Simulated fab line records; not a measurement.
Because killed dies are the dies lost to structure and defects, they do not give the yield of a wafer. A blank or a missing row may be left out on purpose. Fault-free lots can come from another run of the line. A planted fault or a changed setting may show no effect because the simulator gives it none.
2 desks, one fault ; flow sky130 ; numbers are kept per desk, each desk with only its own; the story behind them comes last

THE METROLOGY DESK
What the gauges read for every lot (on any tool): the sampled wafers with a number, averaged. Marked OUT: a lot whose mean sits more than 4 standard deviations from the usual mean, which makes it out of limits; the brackets give that distance.
Columns: A = POLY_GATE_CVD_03_THK at SKY_POLY_GATE_THK_MEAS_04, usual 74.4 nm; B = cd-nm at SKY_POLY_GATE_CD_MEAS_13, usual 150.5 nm; C = POLY_GATE_OVL at SKY_POLY_GATE_OVL_MEAS_14, usual -2 nm
lot;first seen here;A;B;C
L481;day 18 18:05;74.3;149.7;-3
L484;day 19 00:54;74.1;152.6;-4
L492;day 22 06:56;74.5;151.4;-3
L494;day 22 14:19;73.5;152.2;-11
L495;day 22 16:53;75.1;149.2;-4
L497;day 23 07:22;73.5;149.0;-5
This desk found nothing out of limits on any of the 6 lots.

FOR THE TOOL OWNER'S DESK: rie-diel-04
The tool's own readings at SKY_POLY_GATE_ETCH_16 (etches Si3N4 in CH3F/O2, stops on poly-Si, time 147.5 s, target depth 75 nm): means of the sampled wafers that have a number, for each lot that ran on this tool. Marked OUT: a lot whose mean sits more than 4 standard deviations from the usual mean, which makes it out of limits; the brackets give that distance.
Columns: A = drypump-motor-current-A at SKY_POLY_GATE_ETCH_16, usual 5.6 A; B = oes-product-au at SKY_POLY_GATE_ETCH_16, usual 0.639 a.u.; C = rf-fwd-power-W at SKY_POLY_GATE_ETCH_16, usual 398.1 W; D = throttle-valve-pct at SKY_POLY_GATE_ETCH_16, usual 10.536 %
lot;first seen here;A;B;C;D
L481;day 20 00:59;5.7;0.638;398.5;10.528
L492;day 23 13:52;5.4;0.636;333.1 (-46) OUT;10.530
L494;day 23 20:59;5.7;0.636;336.4 (-44) OUT;10.540
This desk's verdict: out of limits on L492, L494, starting with L492 at day 23 13:52 (rf-fwd-power-W at SKY_POLY_GATE_ETCH_16). In limits: L481.

PUT TOGETHER
An alarm could have come from the tool owner's desk at day 23 13:52, on L492, L494.
Metrology desk: nothing out of limits seen.
The metrology desk has L492, L494 on record, within its limits.
On rie-diel-04, each named lot ran SKY_POLY_GATE_ETCH_16.

WHAT WAS PUT IN BY THE SIMULATOR
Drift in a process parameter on rie-diel-04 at SKY_POLY_GATE_ETCH_16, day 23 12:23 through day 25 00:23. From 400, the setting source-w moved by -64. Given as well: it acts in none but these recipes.
Struck lots among those shown: L492, L494.
Delay in hours, fault start to first out-of-limits reading, by desk: the tool owner's desk at 1.
